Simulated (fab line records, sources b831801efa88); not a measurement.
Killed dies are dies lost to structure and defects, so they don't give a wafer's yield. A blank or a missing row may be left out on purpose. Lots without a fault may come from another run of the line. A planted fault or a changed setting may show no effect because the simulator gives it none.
A struck lot beside a sound one | flow gf180mcu | 18 steps out of a route of 602
Sound: wafers L320.1, L320.4, L320.5. Struck: wafers L310.1, L310.4, L310.5. The cause comes at the end.
At each step with rows: each side's tool, then ch and its chambers, then its first start. Under that, the readings that differ: sound wafers | struck wafers | difference of the means | sigmas: that difference in standard deviations of wafers without a fault.
alike: readings whose means differ by less than 2 such deviations, and words and numbers that are the same on both sides. not compared: withheld readings, readings that some wafer has no value for, bounds like >300 that may hide the same value, and numbers for which the record gives no deviation and whose values overlap.
The two part at a step that has a row with sigmas, a row that says differs or no value, or rows on one side only. Numbers that don't overlap but have no deviation are shown without sigmas and don't part them. A reading that every wafer of one side lacks parts them only if that side has two wafers or more.

first, 5 steps without rows for these wafers: GF_CONTACT_STRIP_18 (strips in O2/N2); GF_CONTACT_CLEAN_19 (cleans in SPM); GF_CONTACT_CLEAN_20 (cleans in DIW); GF_CONTACT_CLEAN_21 (cleans in dHF, time 20 s); GF_CONTACT_SPUTTER_22 (material Ti, target thk 15 nm, time 80.02 s).
GF_CONTACT_SPUTTER_23: material TiN, target thk 10 nm, time 40 s.
  sound on pvd_sputter-04, day 22 04:58; struck on pvd_sputter-04, day 17 20:28
  alike: cathode_dc_power_W, chamber_pressure_pa, throttle_valve_pct
GF_CONTACT_CVD_24: deposits W, target thk 300 nm, time 90.339 s.
  sound on cvd_w-02 ch 0,1, day 22 05:01; struck on cvd_w-01 ch 0,1, day 17 20:31
  alike: chamber_pressure_Torr, heater_power_w
GF_CONTACT_RS_MEAS_25: measures by four-point-probe.
  sound on film_metro-02, day 22 05:07; struck on film_metro-02, day 17 20:37
  alike: CONTACT_W_RS
GF_CONTACT_THK_MEAS_26: measures by xrf.
  sound on film_metro-02, day 22 05:14; struck on film_metro-02, day 17 20:44
  alike: CONTACT_W_THK
then, 2 steps without rows for these wafers: GF_CONTACT_CMP_27 (polishes, stops on SiO2, t overpolish 15 s, target thk 0 nm); GF_M1_SPUTTER_00 (material Ti, target thk 37.5 nm, time 150 s).
GF_M1_SPUTTER_01: material TiN, target thk 30 nm, time 25 s.
  sound on pvd_sputter-03, day 22 05:41; struck on pvd_sputter-02, day 17 21:11
  alike: cathode_dc_power_W, chamber_pressure_pa, throttle_valve_pct
GF_M1_SPUTTER_02: material AlCu, target thk 450 nm, time 23.9 s.
  sound on pvd_sputter-03, day 22 05:43; struck on pvd_sputter-02, day 17 21:13
  no value came back on the struck wafers for cathode_dc_power_W (W), chamber_pressure_pa (Pa), throttle_valve_pct (%); on the sound wafers cathode_dc_power_W (W) reads 10601 10599 10598
GF_M1_SPUTTER_03: material Ti, target thk 10 nm, time 6.7 s.
  sound on pvd_sputter-03, day 22 05:45; struck on pvd_sputter-02, day 17 21:15
  alike: cathode_dc_power_W, chamber_pressure_pa, throttle_valve_pct
GF_M1_SPUTTER_04: material TiN, target thk 50 nm, time 41.7 s.
  sound on pvd_sputter-03, day 22 05:46; struck on pvd_sputter-02, day 17 21:16
  alike: cathode_dc_power_W, chamber_pressure_pa, throttle_valve_pct
GF_M1_RS_MEAS_05: measures by four-point-probe.
  sound on film_metro-01, day 22 05:49; struck on film_metro-04, day 17 21:19
  reading             | sound                | struck               | difference | sigmas
  M1_ALCU_RS (ohm/sq) | 0.0690 0.0696 0.0694 | 7.0999 7.1253 7.1252 | +7.0475    | +99 or more
GF_M1_THK_MEAS_06: measures by xrf.
  sound on film_metro-01, day 22 05:56; struck on film_metro-04, day 17 21:26
  reading          | sound       | struck   | difference | sigmas
  M1_ALCU_THK (nm) | 456 453 453 | <0 <0 <0 | differs    |
then, 1 step without rows for these wafers: GF_M1_DEHYDRATE_07 (time 60 s).

WHERE THEY PART
First at GF_M1_SPUTTER_02; last, within this record, at GF_M1_THK_MEAS_06.

WHY: what the simulator had put in
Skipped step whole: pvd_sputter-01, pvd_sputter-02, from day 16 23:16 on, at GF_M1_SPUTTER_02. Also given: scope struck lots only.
